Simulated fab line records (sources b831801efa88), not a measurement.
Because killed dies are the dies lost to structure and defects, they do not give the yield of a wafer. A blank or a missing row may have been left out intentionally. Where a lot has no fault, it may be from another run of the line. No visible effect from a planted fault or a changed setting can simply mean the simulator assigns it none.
fab line records	flow sky130
record lots=6	wafers=18	lastDay=49
route steps=708 shown SD_P@359 RES_XHIGH@360 SALICIDE@361 LI_CONTACT@362 PAD_OPEN@708
lots with no fault: from the same line, run without faults
startH: the number of hours between the record's first day and the start of the first shown wafer of the lot	waitH: hours since the lot's step before	" the same as in the row above	L1.1+2: one row covering several wafers at once	- no value present, or no start provided	* or withheld: withheld	< > ~ a bound
route shown NAME@n: NAME is a module with steps in the file, n the number in the route of the first one	usual: the fault-free wafers' mean and standard deviation	same: alike in all rows	chamber/n: place in a boat	sites: the reading at each site	_std_site: the values' standard deviation	_edge_site: mean of outer sites minus mean of inner sites	radiusMm: how far each site lies from the wafer's centre	mask NAME#n: copy n	behind: tool/chamber where the wafer was last shaped	hold: what put the lot on hold/how long, in hours/how the hold closed	device: the transistor (n, p or np) that didn't switch	end of line: tests of these same wafers at the route's end	a step with no rows: only its recipe	killed: not the wafer's yield, but the dies lost to structure and defects at the first sort	map: a wafer's dies, marking killed ones x, the rest . and places with no die _
set.NAME: the setting as run; set.NAME@STEP: as run at that earlier step	model.NAME: the simulator's own value behind a step, which no gauge read
a table for each step, a row for each wafer; lots at some steps of the route
services: a tool's chamber out of use, with start hour (startH, from the record's first day; less than 0 if before it), hours out, and reason
## steps
# step SKY_SD_N_RS_MEAS_17
# recipe thkMeasGauge=four-point-probe
# usual SD_P_RS=146.9/0.32
lot.wafer	tool	chamber	startH	waitH	SD_P_RS[ohm/sq]
L587.1	filmMetro-04	-	640.44	0.1	146.6
L587.4	"	-	"	"	146.9
L587.6	"	-	"	"	146.7
L590.1	filmMetro-04	-	670.99	0.1	147.1
L590.3	"	-	"	"	146.6
L590.4	"	-	"	"	146.7
L603.1	filmMetro-04	-	792.29	0.1	147.2
L603.2	"	-	"	"	147.2
L603.3	"	-	"	"	146.8
L602.1	filmMetro-02	-	793.81	0.1	146.5
L602.3	"	-	"	"	146.2
L602.6	"	-	"	"	146.9
L604.3	filmMetro-04	-	793.89	0.1	147.2
L604.4	"	-	"	"	146.7
L604.5	"	-	"	"	147.2
L607.2	filmMetro-02	-	810.06	0.1	147.4
L607.4	"	-	"	"	146.7
L607.5	"	-	"	"	146.3
# step SKY_SD_N_RS_MEAS_18
# recipe thkMeasGauge=four-point-probe
# usual RES_XHIGH_RS=332.8/1.3
lot.wafer	tool	chamber	startH	waitH	RES_XHIGH_RS[ohm/sq]
L587.1	filmMetro-04	-	640.56	0.1	332.7
L587.4	"	-	"	"	333.5
L587.6	"	-	"	"	333.7
L590.1	filmMetro-04	-	671.11	0.1	332.9
L590.3	"	-	"	"	333.3
L590.4	"	-	"	"	332.1
L603.1	filmMetro-04	-	792.41	0.1	332.5
L603.2	"	-	"	"	331.5
L603.3	"	-	"	"	332.0
L602.1	filmMetro-02	-	793.93	0.1	335.0
L602.3	"	-	"	"	333.4
L602.6	"	-	"	"	332.3
L604.3	filmMetro-04	-	794.01	0.1	330.5
L604.4	"	-	"	"	332.7
L604.5	"	-	"	"	331.5
L607.2	filmMetro-02	-	810.18	0.1	332.2
L607.4	"	-	"	"	330.9
L607.5	"	-	"	"	330.6
# step SKY_SALICIDE_CLEAN_00
# recipe chemistry=HF-last	timeS=30	dilution=100:1	dry=ipaMarangoni
# step SKY_LI_CONTACT_HDPCVD_00
# recipe material=PSG	targetThkNm=930	sigmaOpenFrac=0.3	timeS=155	tempC=600	sih4FlowSccm=60	pressureMtorr=6
# step SKY_LI_CONTACT_THK_MEAS_01
# recipe reads=PSG_of_LI_CONTACT_HDPCVD_00
# usual LI_CONTACT_HDPCVD_THK=926/9.1
lot.wafer	tool	chamber	startH	waitH	LI_CONTACT_HDPCVD_THK[nm]
L587.1	filmMetro-03	-	640.85	0.1	936
L587.4	"	-	"	"	928
L587.6	"	-	"	"	937
L590.1	filmMetro-04	-	671.34	0.1	940
L590.3	"	-	"	"	927
L590.4	"	-	"	"	954
L603.1	filmMetro-04	-	792.64	0.1	924
L603.2	"	-	"	"	907
L603.3	"	-	"	"	915
L602.1	filmMetro-04	-	794.21	0.1	922
L602.3	"	-	"	"	916
L602.6	"	-	"	"	942
L604.3	filmMetro-02	-	794.25	0.1	936
L604.4	"	-	"	"	938
L604.5	"	-	"	"	939
L607.2	filmMetro-02	-	810.40	0.1	921
L607.4	"	-	"	"	904
L607.5	"	-	"	"	923
# step SKY_LI_CONTACT_CMP_02
# recipe material=PSG	downForcePsi=4	platenRpm=60	padVelocityMS=0.94248
# usual motorCurrentA=13.0/1.5	retainingRingPressureFrac=1.000/0.005	slurryFilterDpKPa=13.50/0.14	timeToEndpointS=31.4/2.4
lot.wafer	tool	chamber	startH	waitH	motorCurrentA	retainingRingPressureFrac	slurryFilterDpKPa	timeToEndpointS
L587.4	cmp-01	0	640.91	0.0	11.3	0.999	13.42	31.6
L587.1	"	3	"	"	14.3	0.996	13.23	34.0
L587.6	"	0	"	"	10.6	0.997	13.37	34.6
L590.1	cmp-02	0	671.45	0.1	12.1	0.990	13.45	32.6
L590.3	"	1	"	"	13.0	0.997	13.69	30.3
L590.4	"	2	"	"	14.1	1.004	13.40	33.2
L603.2	cmp-02	3	792.89	0.2	13.1	0.995	13.69	31.6
L603.1	"	1	"	"	13.2	1.005	13.43	33.1
L603.3	"	2	"	"	15.1	0.996	13.56	35.5
L602.3	cmp-02	1	794.27	0.0	13.4	1.001	13.37	30.6
L602.1	"	0	"	"	11.8	0.994	13.56	32.3
L602.6	"	1	"	"	13.0	1.002	13.65	34.5
L604.4	cmp-02	3	794.57	0.3	13.7	1.010	13.44	30.7
L604.3	"	2	"	"	15.1	0.990	13.61	34.0
L604.5	"	3	"	"	12.3	1.005	13.18	33.2
L607.4	cmp-02	3	810.50	0.1	13.4	0.998	13.54	32.0
L607.2	"	1	"	"	12.4	1.001	13.31	32.2
L607.5	"	3	"	"	13.7	0.994	13.59	32.4
# step SKY_LI_CONTACT_BOW_MEAS_03
# recipe mode=bow
# usual LI_CONTACT_BOW=55/7.4
lot.wafer	tool	chamber	startH	waitH	LI_CONTACT_BOW[um]
L587.1	filmMetro-03	-	641.21	0.1	54
L587.4	"	-	"	"	53
L587.6	"	-	"	"	56
L590.1	filmMetro-02	-	671.70	0.2	50
L590.3	"	-	"	"	53
L590.4	"	-	"	"	51
L603.1	filmMetro-02	-	793.19	0.1	55
L603.2	"	-	"	"	64
L603.3	"	-	"	"	79
L602.1	filmMetro-04	-	794.57	0.1	60
L602.3	"	-	"	"	53
L602.6	"	-	"	"	52
L604.3	filmMetro-02	-	794.91	0.1	64
L604.4	"	-	"	"	57
L604.5	"	-	"	"	63
L607.2	filmMetro-04	-	810.77	0.1	49
L607.4	"	-	"	"	61
L607.5	"	-	"	"	51
# step SKY_LI_CONTACT_DEHYDRATE_04
# recipe tempC=200	timeS=60
# step SKY_LI_CONTACT_HMDS_05
# recipe primeTimeS=60	primeTempC=120
# step SKY_LI_CONTACT_COAT_06
# recipe resist=BARC	tempC=withheld	timeS=withheld	spinRpm=3000	resistThkNm=60
# step SKY_LI_CONTACT_COAT_07
# recipe resist=KrF-thick	spinRpm=3063	resistThkNm=450
# step SKY_LI_CONTACT_SOFTBAKE_08
# recipe tempC=100	timeS=90	resist=KrF-thick
# step SKY_LI_CONTACT_EXPOSE_09
# recipe maskId=LICM1	na=0.8	sourceShape=annular	sigmaInner=0.55	sigmaOuter=0.85	targetCdNm=170	doseMj=38
# same na=0.8	sigmaInner=0.55
lot.wafer	tool	chamber	startH	waitH	mask
L587.1+4+6	krfScanner-01	0	654.61	-	LICM1#0
L590.1+3+4	krfScanner-02	0	685.40	-	LICM1#0
L603.1+2+3	krfScanner-02	0	805.75	-	LICM1#0
L602.1+3+6	krfScanner-02	0	808.00	-	LICM1#0
L604.3+4+5	krfScanner-01	0	809.02	-	LICM1#0
L607.2+4+5	krfScanner-01	0	823.92	-	LICM1#0
# step SKY_LI_CONTACT_PEB_10
# recipe pebTempC=withheld	pebTimeS=withheld	resist=KrF-thick
# step SKY_LI_CONTACT_DEVELOP_11
# recipe developTimeS=60	resist=KrF-thick	devTempC=21
# step SKY_LI_CONTACT_CD_MEAS_12
# recipe targetCdNm=170
# usual cdNm=170.0/1.4
lot.wafer	tool	chamber	startH	waitH	cdNm
L587.1	cdSem-02	-	669.44	-	170.7
L587.4	"	-	"	"	171.0
L587.6	"	-	"	"	171.2
L590.1	cdSem-01	-	699.59	-	168.1
L590.3	"	-	"	"	168.0
L590.4	"	-	"	"	167.5
L603.1	cdSem-01	-	819.25	-	157.7
L603.2	"	-	"	"	151.2
L603.3	"	-	"	"	163.9
L602.1	cdSem-01	-	820.99	-	160.5
L602.3	"	-	"	"	161.4
L602.6	"	-	"	"	162.3
L604.3	cdSem-01	-	821.98	-	170.6
L604.4	"	-	"	"	171.7
L604.5	"	-	"	"	169.3
L607.2	cdSem-02	-	837.35	-	169.7
L607.4	"	-	"	"	170.6
L607.5	"	-	"	"	168.4
# step SKY_LI_CONTACT_OVL_MEAS_13
# usual LI_CONTACT_OVL=-3/5.3
lot.wafer	tool	chamber	startH	waitH	LI_CONTACT_OVL[nm]
L587.1	overlay-02	-	669.56	0.1	-5
L587.4	"	-	"	"	-4
L587.6	"	-	"	"	-4
L590.1	overlay-02	-	699.71	0.1	-1
L590.3	"	-	"	"	-3
L590.4	"	-	"	"	-2
L603.1	overlay-01	-	819.37	0.1	-1
L603.2	"	-	"	"	-3
L603.3	"	-	"	"	-10
L602.1	overlay-02	-	821.11	0.1	-20
L602.3	"	-	"	"	-11
L602.6	"	-	"	"	-4
L604.3	overlay-01	-	822.07	0.1	-5
L604.4	"	-	"	"	-14
L604.5	"	-	"	"	-3
L607.2	overlay-01	-	837.46	0.1	-7
L607.4	"	-	"	"	-4
L607.5	"	-	"	"	-6
# step SKY_LI_CONTACT_ETCH_14
# recipe chemistry=N2/H2	target=BARC	ionEnergyEv=200	sourceW=500	biasW=102	pressureMtorr=30	n2FlowSccm=100	h2FlowSccm=200	stopOn=SiO2	timeS=45.9	targetDepthA=600
# usual drypumpMotorCurrentA=5.6/0.64	n2FlowSccm=100.01/0.29	oesProductAu=0.855/0.005	throttleValvePct=13.226/0.0088
lot.wafer	tool	chamber	startH	waitH	drypumpMotorCurrentA	n2FlowSccm	oesProductAu	rfHoursCounterH	throttleValvePct	model.LI_CONTACT.cdNm
L587.1	rieDiel-03	0	669.59	0.0	4.7	100.36	0.858	0	13.232	170.8
L587.4	"	1	"	"	6.2	100.09	0.852	49	13.222	171.8
L587.6	"	3	"	"	5.2	99.49	0.859	-	13.227	171.5
L590.1	rieDiel-04	0	699.74	0.0	5.9	99.84	0.858	55	13.226	168.1
L590.3	"	2	"	"	6.8	99.81	0.859	5	13.236	168.2
L590.4	"	3	"	"	6.0	99.96	0.860	4	13.231	167.8
L603.1	rieDiel-02	0	819.41	0.0	5.6	99.94	0.847	18	13.222	157.6
L603.2	"	1	"	"	5.0	99.50	0.862	29	13.222	151.1
L603.3	"	2	"	"	5.2	99.87	0.856	7	13.226	163.4
L602.1	rieDiel-03	0	821.14	0.0	4.7	99.65	0.860	5	13.226	160.4
L602.3	"	1	"	"	6.2	99.54	0.860	2	13.227	160.4
L602.6	"	0	"	"	4.7	100.07	0.859	-	13.227	162
L604.3	rieDiel-04	0	822.09	0.0	5.9	100.55	0.850	2	13.219	171.3
L604.4	"	2	"	"	6.9	99.99	0.858	8	13.226	171.3
L604.5	"	3	"	"	6.0	100.60	0.850	-	13.229	170
L607.2	rieDiel-04	0	837.49	0.0	5.9	99.85	0.856	3	13.217	169.7
L607.4	"	1	"	"	5.5	100.33	0.860	31	13.223	170.4
L607.5	"	2	"	"	6.9	99.80	0.860	-	13.228	167.9
# step SKY_LI_CONTACT_ETCH_15
# recipe target=PSG	chemistry=C4F8/O2/Ar	stopOn=Si	taperDeg=4.15	maskMaterial=KrF-thick	sourceW=1500	biasW=1200	pressureMtorr=40	c4f8FlowSccm=withheld	O2_flow_sccm=6	Ar_flow_sccm=300	timeS=withheld	targetDepthA=6000
# usual oesProductAu=0.837/0.0043
lot.wafer	tool	chamber	startH	waitH	oesProductAu	model.LI_CONTACT.cdNm
L587.1	rieDiel-03	0	669.64	0.0	0.832	170.8
L587.4	"	1	"	"	0.839	172.1
L587.6	"	3	"	"	0.842	172.2
L590.1	rieDiel-04	0	699.79	0.0	0.836	167.5
L590.3	"	2	"	"	0.835	167.6
L590.4	"	3	"	"	0.842	167.2
L603.1	rieDiel-02	0	819.45	0.0	0.839	157.8
L603.2	"	1	"	"	0.832	150.9
L603.3	"	2	"	"	0.839	163.3
L602.1	rieDiel-03	0	821.19	0.0	0.838	160.2
L602.3	"	1	"	"	0.824	160.8
L602.6	"	0	"	"	0.843	162
L604.3	rieDiel-04	0	822.14	0.0	0.837	171
L604.4	"	2	"	"	0.834	171.2
L604.5	"	3	"	"	0.843	169.4
L607.2	rieDiel-04	0	837.53	0.0	0.828	169.8
L607.4	"	1	"	"	0.842	170.5
L607.5	"	2	"	"	0.838	168
# step SKY_LI_CONTACT_STRIP_16
# recipe chemistry=O2/N2	powerW=1400	pressureMtorr=1500	platenTempC=withheld	o2FlowSccm=3000	n2FlowSccm=300	overashFraction=0.5
# usual drypumpMotorCurrentA=6.0/0.51	n2FlowSccm=299.9/1	o2FlowSccm=3000/8.7	oesProductAu=0.373/0.005	stripTimeToEndpointS=3.45/0.03
lot.wafer	tool	chamber	startH	waitH	drypumpMotorCurrentA	n2FlowSccm	o2FlowSccm	oesProductAu	rfHoursCounterH	stripTimeToEndpointS
L587.1	plasmaAsher-02	1	669.72	-	6.2	297.9	3002	0.375	50	3.52
L587.4	"	0	"	"	5.0	298.8	3003	0.377	-	3.48
L587.6	"	1	"	"	6.2	299.1	3006	0.375	-	3.49
L590.1	plasmaAsher-04	0	699.87	-	6.2	299.1	3008	0.373	26	3.46
L590.3	"	1	"	"	6.2	300.0	3013	0.378	-	3.40
L590.4	"	0	"	"	6.2	299.8	2996	0.373	-	3.44
L603.1	plasmaAsher-04	1	819.54	-	6.2	299.4	2997	0.364	38	3.43
L603.2	"	0	"	"	6.2	299.7	2981	0.372	38	3.44
L603.3	"	0	"	"	6.3	300.0	2997	0.373	-	3.47
L602.1	plasmaAsher-03	1	821.27	-	5.9	299.7	3002	0.367	101	3.48
L602.3	"	0	"	"	6.5	300.1	3000	0.372	-	3.47
L602.6	"	1	"	"	5.9	299.5	3002	0.378	-	3.48
L604.3	plasmaAsher-02	0	822.26	-	5.0	298.0	3000	0.379	-	3.46
L604.4	"	1	"	"	6.2	300.5	3011	0.373	-	3.45
L604.5	"	1	"	"	6.2	299.2	3004	0.380	-	3.45
L607.2	plasmaAsher-03	1	837.61	-	6.0	302.2	3014	0.376	103	3.49
L607.4	"	0	"	"	6.5	298.1	3001	0.366	-	3.43
L607.5	"	1	"	"	5.9	301.2	2996	0.372	-	3.47
# step SKY_PAD_OPEN_PROBE_99
# usual killed_at_M0_to_M3=43/6.8	killed_at_M4_up=3.2/1.7	killedAtContacts=24/5.6	killedAtFrontEnd=15/4.7	killedAtOther=0.3/0.59	killedDies=86/10	killedOpen=47/6.8	killedShort=39/6.4
# same grossDies=492	killedAtBackSide=0
lot.wafer	tool	chamber	startH	waitH	killed_at_M0_to_M3	killed_at_M4_up	killedAtContacts	killedAtFrontEnd	killedAtOther	killedDies	killedOpen	killedShort	model.etest.liconPdiff.rcOhm	model.etest.liconHighPo.rcOhm	model.etest.liconNdiff.rcOhm	model.etest.liconPoly.rcOhm	model.etest.liconToGate.bvLeftV	model.etest.liconToGate.bvRightV
L587.1	prober-02	-	1068.12	0.1	52	3	24	8	0	87	44	42	599.5	357.4	191.2	158.3	25.25	24.91
L587.4	prober-02	-	1068.27	0.2	41	4	26	12	0	83	46	37	578.1	347.2	183.7	155	25.07	23.94
L587.6	prober-02	-	1068.37	0.2	51	5	27	13	1	97	51	45	568.4	341.9	180.3	150.8	25.29	24.01
L590.1	prober-02	-	1093.90	0.1	42	2	21	12	1	78	43	35	599.7	352.8	179.3	154.4	27.25	25.67
L590.3	prober-02	-	1094.00	0.2	46	2	24	9	0	81	44	37	589.3	356.8	183.9	155.4	26.34	25.29
L590.4	prober-02	-	1094.05	0.2	47	5	23	12	0	87	45	42	586.2	349.2	187.8	160.5	25.73	25.62
L603.1	prober-01	-	1178.98	0.1	41	1	17	12	0	71	39	32	643.1	396.1	202.8	162.4	27	28.13
L603.2	prober-01	-	1179.03	0.1	30	2	32	17	0	81	32	36	689.2	405.5	216.1	182.7	28.3	28.48
L603.3	prober-01	-	1179.08	0.2	38	3	31	8	1	81	44	37	615	383	199.8	161.3	26.71	26.55
L602.1	prober-01	-	1182.06	0.1	33	3	24	9	0	69	41	28	643.2	387.6	202.9	166	27.25	27.23
L602.3	prober-01	-	1182.16	0.2	47	1	24	13	0	85	45	40	654.2	373.3	204.5	164.4	26.56	26.41
L602.6	prober-01	-	1182.31	0.2	43	2	27	13	0	85	37	48	635	381	201.9	169.4	26.59	26.65
L604.3	prober-02	-	1182.16	0.2	40	3	37	19	1	100	61	39	564.6	354.8	179.8	153.5	25.66	23.35
L604.4	prober-02	-	1182.21	0.2	32	3	34	16	1	86	43	43	584.8	348.6	176.2	155.8	26.92	23.43
L604.5	prober-02	-	1182.26	0.2	48	1	20	18	0	87	59	28	558.9	347.4	185.7	151.4	25.93	22.47
L607.2	prober-02	-	1187.64	0.1	42	2	30	21	0	95	42	52	612.9	352.7	188.2	149.6	23.92	26.22
L607.4	prober-02	-	1187.74	0.2	43	4	33	19	2	101	50	51	577.7	350.2	175.9	154.7	23.91	25.98
L607.5	prober-02	-	1187.79	0.2	33	3	18	22	0	76	44	32	610.9	351.2	188.4	164.5	24.81	27.2
# killed by level:class
L587.1 VIA1:geometricParticle:open=16 METAL2:geometricParticle:short=8 CONTACT:geometricParticle:open=6 VIA1:geometricParticle:short=6 VIA2:geometricParticle:open=5 LI_CONTACT:geometricParticle:open=5 LOCAL_INTERCONNECT:geometricParticle:short=5 CONTACT:geometricParticle:short=5
L587.4 VIA1:geometricParticle:open=11 CONTACT:geometricParticle:open=10 VIA2:geometricParticle:open=10 LI_CONTACT:geometricParticle:open=8 VIA1:geometricParticle:short=6 METAL1:geometricParticle:short=5 LI_CONTACT:geometricParticle:short=4 CONTACT:geometricParticle:short=4
L587.6 CONTACT:geometricParticle:open=11 VIA1:geometricParticle:open=11 VIA1:geometricParticle:short=8 LOCAL_INTERCONNECT:geometricParticle:short=6 VIA2:geometricParticle:short=6 VIA2:geometricParticle:open=6 VIA3:geometricParticle:open=5 METAL2:geometricParticle:short=5
L590.1 VIA2:geometricParticle:open=9 LI_CONTACT:geometricParticle:open=8 CONTACT:geometricParticle:open=7 VIA3:geometricParticle:open=7 METAL1:geometricParticle:short=6 VIA1:geometricParticle:open=5 METAL2:geometricParticle:short=5 CONTACT:geometricParticle:short=4
L590.3 CONTACT:geometricParticle:open=12 METAL1:geometricParticle:short=7 VIA2:geometricParticle:open=7 VIA2:geometricParticle:short=6 VIA3:geometricParticle:open=5 VIA1:geometricParticle:open=5 METAL2:geometricParticle:short=5 POLY_GATE:geometricParticle:short=4
L590.4 VIA2:geometricParticle:open=11 LI_CONTACT:geometricParticle:open=8 METAL2:geometricParticle:short=6 METAL1:geometricParticle:short=6 CONTACT:geometricParticle:open=5 VIA1:geometricParticle:open=5 VIA3:geometricParticle:open=5 METAL4:geometricParticle:short=5
L603.1 VIA3:geometricParticle:open=9 CONTACT:geometricParticle:open=8 VIA1:geometricParticle:short=5 METAL1:geometricParticle:short=5 POLY_GATE:geometricParticle:open=4 VIA1:geometricParticle:open=4 METAL2:geometricParticle:short=4 FIELD_ISO:geometricParticle:open=3
L603.2 LI_CONTACT:areaExpose=13 CONTACT:geometricParticle:open=7 CONTACT:geometricParticle:short=6 POLY_GATE:geometricParticle:short=6 FIELD_ISO:geometricParticle:short=5 VIA1:geometricParticle:open=5 FIELD_ISO:geometricParticle:open=4 VIA2:geometricParticle:open=4
L603.3 LI_CONTACT:geometricParticle:open=11 CONTACT:geometricParticle:open=10 METAL1:geometricParticle:short=6 VIA1:geometricParticle:open=6 METAL2:geometricParticle:short=6 VIA2:geometricParticle:short=5 VIA2:geometricParticle:open=5 FIELD_ISO:geometricParticle:open=4
L602.1 CONTACT:geometricParticle:open=10 LI_CONTACT:geometricParticle:open=5 VIA1:geometricParticle:open=5 VIA2:geometricParticle:open=5 METAL1:geometricParticle:short=5 VIA3:geometricParticle:open=5 LI_CONTACT:geometricParticle:short=4 VIA1:geometricParticle:short=4
L602.3 VIA1:geometricParticle:open=8 CONTACT:geometricParticle:open=8 VIA3:geometricParticle:open=8 LOCAL_INTERCONNECT:geometricParticle:short=6 VIA3:geometricParticle:short=6 METAL1:geometricParticle:short=6 METAL2:geometricParticle:short=6 LI_CONTACT:geometricParticle:open=5
L604.3 CONTACT:geometricParticle:open=18 VIA1:geometricParticle:open=15 LI_CONTACT:geometricParticle:short=7 LI_CONTACT:geometricParticle:open=7 VIA3:geometricParticle:open=5 FIELD_ISO:geometricParticle:short=4 METAL2:geometricParticle:open=4 VIA2:geometricParticle:open=4
L604.4 CONTACT:geometricParticle:open=15 CONTACT:geometricParticle:short=7 VIA1:geometricParticle:open=6 METAL2:geometricParticle:short=5 LOCAL_INTERCONNECT:geometricParticle:short=5 VIA2:geometricParticle:open=5 VIA3:geometricParticle:open=5 FIELD_ISO:geometricParticle:short=4
L604.5 VIA1:geometricParticle:open=13 VIA2:geometricParticle:open=9 CONTACT:geometricParticle:open=7 VIA3:geometricParticle:open=7 LI_CONTACT:geometricParticle:open=6 CONTACT:geometricParticle:short=5 METAL2:geometricParticle:short=5 FIELD_ISO:geometricParticle:short=4
L602.6 CONTACT:geometricParticle:open=10 VIA1:geometricParticle:short=9 METAL1:geometricParticle:short=8 LI_CONTACT:geometricParticle:open=7 POLY_GATE:geometricParticle:short=6 VIA2:geometricParticle:short=5 LOCAL_INTERCONNECT:geometricParticle:short=5 VIA2:geometricParticle:open=5
L607.2 CONTACT:geometricParticle:open=10 VIA1:geometricParticle:open=10 FIELD_ISO:geometricParticle:open=8 CONTACT:geometricParticle:short=8 METAL2:geometricParticle:short=7 LOCAL_INTERCONNECT:geometricParticle:short=6 VIA1:geometricParticle:short=6 POLY_GATE:geometricParticle:open=4
L607.4 VIA1:geometricParticle:open=10 LI_CONTACT:geometricParticle:open=10 METAL2:geometricParticle:short=9 LOCAL_INTERCONNECT:geometricParticle:short=8 CONTACT:geometricParticle:open=8 FIELD_ISO:geometricParticle:short=6 FIELD_ISO:geometricParticle:open=5 VIA3:geometricParticle:open=5
L607.5 VIA1:geometricParticle:open=8 FIELD_ISO:geometricParticle:short=7 POLY_GATE:geometricParticle:open=6 METAL2:geometricParticle:short=6 CONTACT:geometricParticle:open=6 VIA3:geometricParticle:open=6 LI_CONTACT:geometricParticle:open=5 LOCAL_INTERCONNECT:geometricParticle:short=5
## services
tool	chamber	startH	hours	kind
rieDiel-03	0	618.28	11.0	repair
krfScanner-01	-	619.22	3.6	pm
rieDiel-03	-	630.23	0.8	repair
rieDiel-04	0	640.59	2.4	repair
rieDiel-04	-	642.12	0.4	repair
krfScanner-02	-	642.25	1.3	pm
krfScanner-01	-	652.31	1.3	pm
krfScanner-02	-	657.00	1.0	pm
krfScanner-01	-	658.34	0.8	pm
krfScanner-02	-	679.27	0.8	pm
krfScanner-01	-	680.13	4.4	pm
krfScanner-01	-	686.98	1.0	pm
cmp-02	-	724.36	3.5	repair
rieDiel-03	-	730.20	2.8	pm
krfScanner-01	-	737.32	0.8	pm
cmp-02	-	738.57	1.0	repair
cmp-02	-	744.00	4.0	pm
krfScanner-02	-	764.94	5.5	pm
rieDiel-04	-	772.85	2.8	pm
rieDiel-04	2	775.69	1.5	repair
krfScanner-02	-	780.92	4.0	pm
krfScanner-02	-	805.13	0.1	repair
rieDiel-03	3	809.12	12.9	repair
krfScanner-02	-	818.15	1.3	pm
## key
firstSign step=SKY_LI_CONTACT_CD_MEAS_12	reading=cdNm	direction=down	sigmas=7.4	usual=170.0	struck=159.5
effect none on later readings
modelEffect step=SKY_LI_CONTACT_ETCH_14	value=LI_CONTACT.cdNm	without=169.4	struck=159.2
modelEffect step=SKY_LI_CONTACT_ETCH_15	value=LI_CONTACT.cdNm	without=169.4	struck=159.1
modelEffect step=SKY_PAD_OPEN_PROBE_99	value=etest.liconPdiff.rcOhm	without=586	struck=646.6
metAt SKY_LI_CONTACT_EXPOSE_09
struckWafers L602.1,L602.3,L602.6,L603.1,L603.2,L603.3
testerLeftOut L602,L603
onsetBetween 685.40 805.75
fault kind=processParameterDrift	tool=krfScanner-02	chamber=-	onsetH=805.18	steps=SKY_LI_CONTACT_EXPOSE_09	channel=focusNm	offset=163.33	spreadByWafer=0.3	shape=step	endH=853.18
# testerLeftOut: of these lots the tester's yield and bins aren't shown, on N5 and GAA mostly nor the transistor test; their killed dies are dies lost to structure and defects alone, not to doping, threshold or leakage, so they don't give the yield
